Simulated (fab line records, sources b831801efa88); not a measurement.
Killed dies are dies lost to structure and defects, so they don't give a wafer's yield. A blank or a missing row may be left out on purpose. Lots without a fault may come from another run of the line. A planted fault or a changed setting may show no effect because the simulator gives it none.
A struck lot beside a sound one | flow sfq_line | 32 steps out of a route of 325
Sound: wafers L244.1, L244.2, L244.4. Struck: wafers L254.2, L254.3, L254.4. The cause comes at the end.
At each step with rows: each side's tool, then ch and its chambers, then its first start. Under that, the readings that differ: sound wafers | struck wafers | difference of the means | sigmas: that difference in standard deviations of wafers without a fault.
alike: readings whose means differ by less than 2 such deviations, and words and numbers that are the same on both sides. not compared: withheld readings, readings that some wafer has no value for, bounds like >300 that may hide the same value, and numbers for which the record gives no deviation and whose values overlap.
The two part at a step that has a row with sigmas, a row that says differs or no value, or rows on one side only. Numbers that don't overlap but have no deviation are shown without sigmas and don't part them. A reading that every wafer of one side lacks parts them only if that side has two wafers or more.

SFQ_L0_RS_MEAS_901: measures by four-point-probe.
  sound on film_metro-04, day 4 00:34; struck on film_metro-04, day 6 02:35
  alike: L0_MONX_KI_RS
SFQ_L0_THK_MEAS_902: measures by xrf.
  sound on film_metro-04, day 4 00:41; struck on film_metro-04, day 6 02:41
  alike: L0_MONX_KI_THK
then, 6 steps without rows for these wafers: SFQ_TRILAYER_L0_LITHO_COAT_010 (resist thk 62 nm); SFQ_TRILAYER_L0_LITHO_COAT_005 (resist thk 600 nm); SFQ_TRILAYER_L0_LITHO_SOFTBAKE_009; SFQ_TRILAYER_L0_LITHO_EXPOSE_006 (exposes mask L0, target cd 2000 nm); SFQ_TRILAYER_L0_LITHO_PEB_008 (peb time 60 s); SFQ_TRILAYER_L0_LITHO_DEVELOP_007 (time 60 s).
-- the record jumps here: 4 days lie between the struck wafers' starts before and after --
SFQ_TRILAYER_L0_BARC_OPEN_METAL_ETCH_010: etches BARC in O2, target depth 125 nm, time 40.12 s.
  sound on rie_metal-01 ch 0,1, day 7 11:17; struck on rie_metal-02 ch 0, day 10 08:20
  alike: drypump_motor_current_A, oes_product_au
  not compared: rf_hours_counter_h
SFQ_TRILAYER_L0_ETCH_METAL_ETCH_008: etches MoNx KI in SF6/O2, stops on SiO2, target depth 50 nm, time 25 s.
  sound on rie_metal-01 ch 0,1, day 7 11:21; struck on rie_metal-02 ch 0, day 10 08:27
  alike: drypump_motor_current_A, oes_product_au
  not compared: rf_hours_counter_h
SFQ_TRILAYER_L0_STRIP_STRIP_009: strips in O2.
  sound on rie_metal-01 ch 0,1, day 7 11:23; struck on rie_metal-02 ch 0, day 10 08:43
  alike: drypump_motor_current_A, oes_product_au
  not compared: rf_hours_counter_h
then, 1 step without rows for these wafers: SFQ_TRILAYER_L0_STRIP_SOLV_CLEAN_010 (cleans in NMP, time 600 s).
SFQ_TRILAYER_L0_CAP_PECVD_011: deposits SiO2 from SiH4/N2O, time 13.333 s, target thk 60 nm.
  sound on pecvd-04 ch 0,1, day 7 12:11; struck on pecvd-04 ch 0,1,2, day 10 09:54
  no value came back on the struck wafers for chamber_pressure_Torr (Torr), heater_power_outer_w (W), heater_power_w (W), throttle_valve_pct (%); on the sound wafers chamber_pressure_Torr (Torr) reads 2.399 2.400 2.403
then, 6 steps without rows for these wafers: SFQ_TRILAYER_L0_VIA_LITHO_COAT_018 (resist thk 62 nm); SFQ_TRILAYER_L0_VIA_LITHO_COAT_013 (resist thk 650 nm); SFQ_TRILAYER_L0_VIA_LITHO_SOFTBAKE_017; SFQ_TRILAYER_L0_VIA_LITHO_EXPOSE_014 (exposes mask L0V, target cd 700 nm); SFQ_TRILAYER_L0_VIA_LITHO_PEB_016 (peb time 60 s); SFQ_TRILAYER_L0_VIA_LITHO_DEVELOP_015 (time 60 s).
-- the record jumps here: 5 days lie between the struck wafers' starts before and after --
SFQ_L0V_OVL_MEAS_903:
  sound on overlay-02, day 11 18:02; struck on overlay-02, day 15 10:42
  alike: L0V_OVL
SFQ_TRILAYER_L0_VIA_BARC_OPEN_VIA_ETCH_021: etches BARC in O2, target depth 125 nm, time 41.7 s.
  sound on rie_diel-01 ch 0,1,3, day 11 18:04; struck on rie_diel-03 ch 2,3, day 15 10:44
  alike: drypump_motor_current_A, oes_product_au
  not compared: rf_hours_counter_h
SFQ_TRILAYER_L0_VIA_ETCH_VIA_ETCH_016: etches SiO2 in CHF3, stops on MoNx KI, target depth 80 nm.
  sound on rie_diel-01 ch 0,1,3, day 11 18:07; struck on rie_diel-03 ch 2,3, day 15 10:46
  reading                  | sound             | struck            | difference | sigmas
  oes_product_au (a.u.)    | 0.847 0.830 0.846 | 0.374 0.368 0.380 | -0.467     | -58
  model.etch.depth_nm (nm) | 59.91 58.81 60.23 | 0 0 0             | -60        |
  alike: drypump_motor_current_A
then, 3 steps without rows for these wafers: SFQ_TRILAYER_L0_VIA_STRIP_STRIP_017 (strips in O2); SFQ_TRILAYER_L0_VIA_STRIP_SOLV_CLEAN_018 (cleans in NMP, time 600 s); SFQ_TRILAYER_M0_DEP_PRE_CLEAN_020 (time 15 s).
SFQ_TRILAYER_M0_DEP_SPUTTER_019: material Nb, target thk 200 nm, time 133.3 s.
  sound on pvd_sputter-05, day 11 19:08; struck on pvd_sputter-04, day 15 11:37
  alike: base_pressure_pa, chamber_pressure_pa, throttle_valve_pct
SFQ_M0_RS_MEAS_904: measures by four-point-probe.
  sound on film_metro-03, day 11 19:14; struck on film_metro-04, day 15 11:44
  alike: M0_NB_RS
then, 3 steps without rows for these wafers: SFQ_TRILAYER_M0_LITHO_COAT_026 (resist thk 62 nm); SFQ_TRILAYER_M0_LITHO_COAT_021 (resist thk 600 nm); SFQ_TRILAYER_M0_LITHO_SOFTBAKE_025.
-- the record jumps here: 6 days lie between the struck wafers' starts before and after --
SFQ_TRILAYER_M0_LITHO_EXPOSE_022: exposes mask M0, target cd 500 nm.
  sound on krf_scanner-01 ch 0, day 16 21:12; struck on krf_scanner-02, day 21 11:40
  no value came back on the struck wafers for exposure_dose_mJ_cm2, focus_offset_nm (nm), na; on the sound wafers exposure_dose_mJ_cm2 reads 14.398 14.404 14.394
  alike: mask
then, 1 step without rows for these wafers: SFQ_TRILAYER_M0_LITHO_PEB_024 (peb time 60 s).

WHERE THEY PART
First at SFQ_TRILAYER_L0_CAP_PECVD_011; last, within this record, at SFQ_TRILAYER_M0_LITHO_EXPOSE_022.

WHY: what the simulator had put in
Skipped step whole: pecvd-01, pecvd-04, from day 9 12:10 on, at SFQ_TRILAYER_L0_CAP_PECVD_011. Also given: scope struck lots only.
